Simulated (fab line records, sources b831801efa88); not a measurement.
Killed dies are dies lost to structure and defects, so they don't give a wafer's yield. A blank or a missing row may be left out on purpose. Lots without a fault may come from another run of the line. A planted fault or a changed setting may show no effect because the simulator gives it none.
Problem report in the 8D (eight disciplines) form, filled by code | flow gf180mcu | the parts of the form that need people (team, actions taken, sign-off) are left out

1. THE PROBLEM
SAB_CVD_00_THK at GF_SAB_THK_MEAS_01 reads a mean of 53.3 nm on 3 wafers of 2 lots; wafers without a fault read 49.8 nm with a standard deviation of 0.6. That is +5.9 standard deviations from the usual mean.
First seen on wafer L243.6, day 17 23:32, on film_metro-04. The record holds 39 wafers of 13 lots with a number at this step. Rule for "out", or "out of limits": more than 4 standard deviations from the usual mean. The other wafers with a number count as sound.

2. WHAT IT IS AND WHAT IT IS NOT
question                    | is                     | is not
which readings at this step | SAB_CVD_00_THK         | -
which lots                  | L243, L244             | L232, L233, L234, L236, L237, L247, L249, L250, L251, L253, L255
which wafers of those lots  | L243.6, L244.2, L244.6 | L243.3, L243.4, L244.4
read on which gauges        | film_metro-04          | film_metro-01, film_metro-03
when                        | from day 17 23:32      | up to then (17 sound wafers); but 19 sound wafers of L244, L247, L249, L250, L251, L253, L255 came after

3. SUSPECTS, AND WHAT RULES EACH OUT
Counting: a tool at a process step up to the reading stays a suspect if it ran every lot that is out. Sound lots after the first of them don't rule it out here, since some wafers of a struck lot are sound.
- the gauge at GF_SAB_THK_MEAS_01: kept. All the wafers that are out were read on film_metro-04, and no step on other tools shows them out.
- pecvd-02 at GF_SAB_CVD_00 (deposits SiO2 from TEOS, target thk 50 nm, time 4.9302 s): kept. It ran every lot that is out, first L243 (day 17 23:29); its last sound lot up to then is L237 (day 16 12:32).
- Within pecvd-02 at GF_SAB_CVD_00: the wafers that are out ran in chamber 0; their sound lot-mates ran in chambers 1, 2.
Left after counting: pecvd-02 at GF_SAB_CVD_00, film_metro-04 at GF_SAB_THK_MEAS_01.

4. THE CAUSE (what the simulator had put in)
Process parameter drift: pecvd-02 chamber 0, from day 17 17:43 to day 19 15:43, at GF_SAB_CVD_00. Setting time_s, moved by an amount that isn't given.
Counting left 2 suspects, and this tool is among them.

5. THE CHAIN OF EFFECTS, in route order
Each row: a reading whose mean over the struck wafers that have a number lies more than 3 standard deviations from the usual. Only readings for which the record gives a usual standard deviation are gone through. hours: the time from each lot's start at the first step in this table that gives one to its start at this step, as a median over the lots. sigmas: the change in usual standard deviations.
hours | step               | reading        | usual   | on struck wafers | change | sigmas
0     | GF_SAB_THK_MEAS_01 | SAB_CVD_00_THK | 49.8 nm | 53.3             | +3.5   | +5.9

6. WHAT WOULD HAVE CAUGHT IT SOONER
In this record the first reading out of limits at a measuring or inspecting step was taken at day 17 23:32, 6 hours after the fault began at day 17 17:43.
Of the tool readings at GF_SAB_CVD_00 for which the record gives a usual standard deviation, none was out on any struck wafer, so an alarm limit of 4 standard deviations on them would not have fired.
Of the lots that are out (2), L244 began GF_SAB_CVD_00 on pecvd-02 after day 17 23:32. A hold on the tool at that time would have spared it.
